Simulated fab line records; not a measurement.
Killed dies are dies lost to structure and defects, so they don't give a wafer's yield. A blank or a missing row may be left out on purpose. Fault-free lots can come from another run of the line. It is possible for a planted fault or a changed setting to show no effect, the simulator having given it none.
Which of the tools did it? -- flow sky130 -- 12 lots with 36 wafers sampled at 3 steps, on a route of 708 steps

== WHAT THE GAUGES SHOWED, per wafer ==
SKY_METAL1_OVL_MEAS_16.
lot,measured,on,METAL1_OVL (nm)
L075,day 33 09:40,overlay-01,3 -8 -1
L077,day 34 03:07,overlay-02,-5 -6 -5
L079,day 34 07:51,overlay-01,4 9 14
L081,day 35 06:10,overlay-02,9 -2 -1
L083,day 35 12:42,overlay-01,2 5 8
L085,day 36 05:29,overlay-02,3 3 8
L087,day 36 23:43,overlay-02,1 14 4
L089,day 37 09:44,overlay-01,7 5 1
L091,day 38 01:43,overlay-01,-13 -6 3
L093,day 39 02:00,overlay-02,-4 -9 0
L095,day 39 07:43,overlay-01,3 -5 -4
L097,day 39 22:32,overlay-02,-11 -6 -3

== EACH LOT AND THE TOOL THAT RAN IT (in order: tool; ch and the chambers of the sampled wafers; start) ==
lot,SKY_VT_ADJUST_LVTN_STRIP_20,SKY_SD_N_RTA_14
L075,"plasma_asher-03 ch 0,1, day 7 21:51","rtp_anneal-01 ch 0, day 28 12:25"
L077,"plasma_asher-02 ch 0,1, day 8 17:06","rtp_anneal-01 ch 0, day 29 08:26"
L079,"plasma_asher-02 ch 0,1, day 8 23:27","rtp_anneal-01 ch 0, day 29 11:29"
L081,"plasma_asher-03 ch 0,1, day 9 16:03","rtp_anneal-02 ch 0, day 30 12:35"
L083,"plasma_asher-03 ch 0, day 10 03:01","rtp_anneal-01 ch 0, day 30 18:20"
L085,"plasma_asher-02 ch 0,1, day 10 19:03","rtp_anneal-01 ch 0, day 31 13:29"
L087,"plasma_asher-02 ch 0,1, day 11 12:11","rtp_anneal-01 ch 0, day 32 09:34"
L089,"plasma_asher-03 ch 0,1, day 11 21:57","rtp_anneal-01 ch 0, day 32 19:58"
L091,"plasma_asher-01 ch 0,1, day 12 14:10","rtp_anneal-01 ch 0, day 33 10:52"
L093,"plasma_asher-01 ch 0,1, day 13 11:57","rtp_anneal-01 ch 0, day 34 13:26"
L095,"plasma_asher-01 ch 0,1, day 13 18:02","rtp_anneal-01 ch 0, day 34 19:37"
L097,"plasma_asher-01 ch 0,1, day 14 08:54","rtp_anneal-01 ch 0, day 35 10:47"
- SKY_VT_ADJUST_LVTN_STRIP_20: strips in O2/N2.
- SKY_SD_N_RTA_14: time 2 s.

== THE ANSWER, worked out from the rows above alone ==
Rule: what is usual is taken from the lots themselves. The widest of any qualifying gaps counts: lots, ordered by their means at a reading, are off when they make up no more than a third of the lots, leave a main group of 4 or more, and stand apart from it by 3 or more times the standard deviation of that group's means. The tables above print the reading to a certain number of digits; a main group whose means all agree to those digits is not used. Also off: a lot with no number at a reading for which 4 or more lots have one. Any other lot the step has rows for is counted as sound.
None of the lots is off at any reading shown; this tells nothing.

== WHAT HAD BEEN PUT IN BY THE SIMULATOR ==
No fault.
